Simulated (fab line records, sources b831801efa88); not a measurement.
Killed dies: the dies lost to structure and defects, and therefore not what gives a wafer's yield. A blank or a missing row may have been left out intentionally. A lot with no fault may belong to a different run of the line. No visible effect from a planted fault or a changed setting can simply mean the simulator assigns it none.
Which of the tools did it?	flow sky130	6 lots, 18 wafers sampled, at 2 steps of a route of 708

== WHAT THE GAUGES SHOWED, per wafer ==
SKY_GATE_OXIDE_THK_MEAS_02.
lot	measured	on	GATE_OXIDE_OXIDATION_00_THK (nm)
L806	day 13 22:37	film metro-02	10.23 10.26 9.94
L809	day 14 20:26	film metro-02	10.49 10.32 10.44
L812	day 15 20:35	film metro-02	10.84 10.68 10.64
L814	day 16 17:03	film metro-01	10.25 10.12 10.37
L817	day 18 03:22	film metro-01	10.24 10.26 10.18
L822	day 19 06:05	film metro-01	9.60 9.52 9.39 9.57 9.44 9.44

== EACH LOT AND THE TOOL THAT RAN IT (in order: tool; ch and the chambers of the sampled wafers; start) ==
lot	SKY_GATE_OXIDE_OXIDATION_01
L806	furnace-02 ch 0, day 13 21:13
L809	furnace-02 ch 0, day 14 19:01
L812	furnace-02 ch 0, day 15 19:11
L814	furnace-01 ch 0, day 16 15:38
L817	furnace-02 ch 0, day 18 01:58
L822	furnace-01 ch 0, day 19 04:40
- SKY_GATE_OXIDE_OXIDATION_01: stabilise 600 s, purge 300 s, target thk 10.268 nm.

== THE ANSWER, worked out from the rows above alone ==
Rule: what is usual is taken from the lots themselves. The widest of any qualifying gaps counts: lots, ordered by their means at a reading, are off when they make up no more than a third of the lots, leave a main group of 4 or more, and stand apart from it by 3 or more times the standard deviation of that group's means. A main group is skipped when, at the precision printed for the reading in the tables above, its means are all equal. A lot without any number at a reading at which 4 lots or more have one is off too. Where the step has rows for the other lots, those lots are counted as sound.
Off: L822, seen at SKY_GATE_OXIDE_THK_MEAS_02 (GATE_OXIDE_OXIDATION_00_THK). Main group: mean 10.35 nm, sd 0.2.
A tool fits if, at a process step before that reading, it ran every lot that is off, and no sound lot after the first of them. Gauges at SKY_GATE_OXIDE_THK_MEAS_02: tried the same way as those tools. Undecided on this evidence; 2 tools fit (furnace-01 at SKY_GATE_OXIDE_OXIDATION_01, film metro-01 at SKY_GATE_OXIDE_THK_MEAS_02).

== WHAT HAD BEEN PUT IN BY THE SIMULATOR ==
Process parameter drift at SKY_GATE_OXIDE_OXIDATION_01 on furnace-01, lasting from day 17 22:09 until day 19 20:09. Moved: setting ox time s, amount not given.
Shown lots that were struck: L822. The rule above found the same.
